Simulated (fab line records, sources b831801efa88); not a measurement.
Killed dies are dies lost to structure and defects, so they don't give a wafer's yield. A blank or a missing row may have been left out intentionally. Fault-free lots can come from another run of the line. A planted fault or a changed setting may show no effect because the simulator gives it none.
Which tool was responsible? ; flow sky130 ; 33 wafers from 11 lots sampled at 3 of the route's 708 steps

== WHAT EACH GAUGE READ, for each wafer ==
SKY_PWDE_OVL_MEAS_07.
lot;measured;on;PWDE_OVL (nm)
L831;day 4 09:46;overlay-02;0.7 1.9 3.1
L832;day 4 09:04;overlay-02;1.4 1.0 0.3
L833;day 4 14:28;overlay-01;-1.2 -0.2 -0.5
L834;day 4 14:07;overlay-02;-3.0 -1.6 -2.5
L836;day 4 23:28;overlay-01;-1.6 -1.6 0.1
L846;day 8 00:52;overlay-02;-0.1 -0.4 -1.8
L851;day 8 15:04;overlay-01;0.2 0.2 -0.3
L852;day 9 03:18;overlay-02;0.2 -0.5 -2.0
L854;day 9 13:00;overlay-01;2.3 1.6 3.2

== WHICH TOOL RAN EACH LOT (tool, then ch and the chambers of the sampled wafers, then the start) ==
lot;SKY_FIELD_ISO_ETCH_15;SKY_FIELD_ISO_STRIP_16
L831;rie diel-03 ch 0,2,3, day 2 09:32;plasma asher-02 ch 0,1, day 2 09:37
L832;rie diel-01 ch 0,2,3, day 2 10:13;plasma asher-03 ch 0,1, day 2 10:16
L833;rie diel-01 ch 0,1,3, day 2 22:26;plasma asher-02 ch 0,1, day 2 22:29
L834;rie diel-04 ch 0,1, day 2 22:37;plasma asher-03 ch 0,1, day 2 22:40
L836;rie diel-01 ch 0,1,3, day 3 06:10;plasma asher-03 ch 0,1, day 3 06:17
L843;rie diel-01 ch 0,2, day 4 18:37;plasma asher-03 ch 0,1, day 4 18:40
L844;rie diel-01 ch 0,1,2, day 5 03:16;plasma asher-02 ch 0,1, day 5 03:20
L846;rie diel-03 ch 0,1,3, day 5 12:46;plasma asher-03 ch 0,1, day 5 12:50
L851;rie diel-04 ch 0,3, day 6 14:35;plasma asher-03 ch 0,1, day 6 14:38
L852;rie diel-03 ch 1,3, day 7 03:22;plasma asher-02 ch 0,1, day 7 03:28
L854;rie diel-03 ch 1,3, day 7 08:40;plasma asher-03 ch 0,1, day 7 08:43
- SKY_FIELD_ISO_ETCH_15: etches the open film in CHF3/O2, stops on Si, target depth 180 nm, time 72 s.
- SKY_FIELD_ISO_STRIP_16: strips in O2/N2.

== THE ANSWER, worked out from the rows above alone ==
Rule: the lots themselves supply what counts as usual. Put in order of their means at a reading, lots are off if they are a third of the lots or fewer, leave a main group of 4 or more, and stand apart from it by a gap of 3 or more times the standard deviation of the main group's means; of several such gaps the widest counts. If all means in a main group match to the digits the tables above print for the reading, that group is not used. Also off: a lot with no number at a reading for which 4 or more lots have one. All remaining lots with rows at the step are treated as sound.
No lot is off on any of the readings shown, so nothing can be concluded from this.

== WHAT HAD BEEN PUT IN BY THE SIMULATOR ==
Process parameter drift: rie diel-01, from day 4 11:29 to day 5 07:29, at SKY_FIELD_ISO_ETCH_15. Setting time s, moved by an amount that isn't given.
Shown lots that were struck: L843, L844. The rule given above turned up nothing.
